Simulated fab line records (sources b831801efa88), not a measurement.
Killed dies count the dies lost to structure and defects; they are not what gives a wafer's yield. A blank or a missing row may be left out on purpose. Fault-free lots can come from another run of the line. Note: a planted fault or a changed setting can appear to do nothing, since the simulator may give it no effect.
Lot-split experiment ; flow sky130 ; on a route of 708 steps: 5 lots, 14 wafers read

== THE SPLIT ==
At SKY_METAL5_SOFTBAKE_10 (time 60 s), the setting tempC was moved away from the recipe's 90 C on 6 of the 14 wafers read, by +2.7% to +4.0%. The other wafers ran this setting at the recipe's value.

The split's own step is where the reading is taken.

== THE READING ==
NOVOLAK_of_METAL5_COAT_09.thkNm (the simulator's own value, which no gauge read), in nm, at SKY_METAL5_SOFTBAKE_10 (time 60 s). There is no usual value for it anywhere in the file. Here, 8 wafers ran the recipe; their average is 1804 nm with a standard deviation of 2.6 nm.

wafer;tool, chamber at the split;tempC as run, C;against the recipe;NOVOLAK_of_METAL5_COAT_09.thkNm, nm;against lot-mates on the recipe
L074.1;lithoTrack-04, 0;90;recipe;1803;-
L074.4;lithoTrack-04, 0;90;recipe;1800;-
L074.5;lithoTrack-04, 0;90;recipe;1806;-
L077.4;lithoTrack-03, 0;93.57;+4.0%;1778;no lot-mate on the recipe
L077.6;lithoTrack-03, 0;93.57;+4.0%;1781;no lot-mate on the recipe
L078.1;lithoTrack-04, 0;92.44;+2.7%;1791;-16
L078.2;lithoTrack-04, 0;90;recipe;1809;-
L078.3;lithoTrack-04, 0;90;recipe;1806;-
L078.4;lithoTrack-04, 0;92.44;+2.7%;1796;-12
L078.5;lithoTrack-04, 0;92.44;+2.7%;1793;-14
L082.1;lithoTrack-04, 0;90;recipe;1803;-
L082.3;lithoTrack-04, 0;92.9;+3.2%;1785;-18
L083.5;lithoTrack-01, 0;90;recipe;1804;-
L083.6;lithoTrack-01, 0;90;recipe;1802;-

FIT RESULTS
A straight line over all 14 wafers: NOVOLAK_of_METAL5_COAT_09.thkNm changes by -5.52 nm for each +1% of tempC; r = -0.94; the points scatter about the line by 3.4 nm.
The same after taking each lot's own level away (the mean of its wafers on the recipe; 12 wafers): -5.35 nm for each +1%; r = -0.97; scatter 2 nm.
The reading moves by 21 nm for the largest change in tempC, on that fit.
The span of the lots' own levels, 1803.0 to 1807.5 nm, comes to 1.7 times the standard deviation stated above.
The two slopes agree, so the slope changes little with the lot-to-lot level.
Check: -16.8 nm against its lot-mates is what the line predicts for one of the wafers moved furthest among these (+3.2%) when that wafer is left out of the fit. It came out at -18 nm against them.

== ADDITIONAL SPLITS CARRIED BY THESE WAFERS ==
Note: prior to the reading, these wafers also went through further splits. Each is held against what the fit with the lots' levels taken away leaves over:
other split on the same wafers;wafers away from the commonest value;r with NOVOLAK_of_METAL5_COAT_09.thkNm (lot level and that fit taken away)
SKY_CAP2M_COAT_07 spinRpm;5;+0.01
SKY_METAL4_COAT_07 resistThkNm;4;-0.09
SKY_METAL4_ETCH_16 icpW;5;-0.11
SKY_VIA4_CMP_02 leaveAboveRefNm;4;-0.44
SKY_VIA4_EXPOSE_08 doseMj;6;+0.01
SKY_VIA4_CVD_18 tempC;2;+0.00
SKY_METAL5_SPUTTER_02 powerW;2;+0.56

== THE FILE'S OWN FIT ==
NOVOLAK_of_METAL5_COAT_09.thkNm changes by -5.55 nm for each +1% of tempC, r = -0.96.
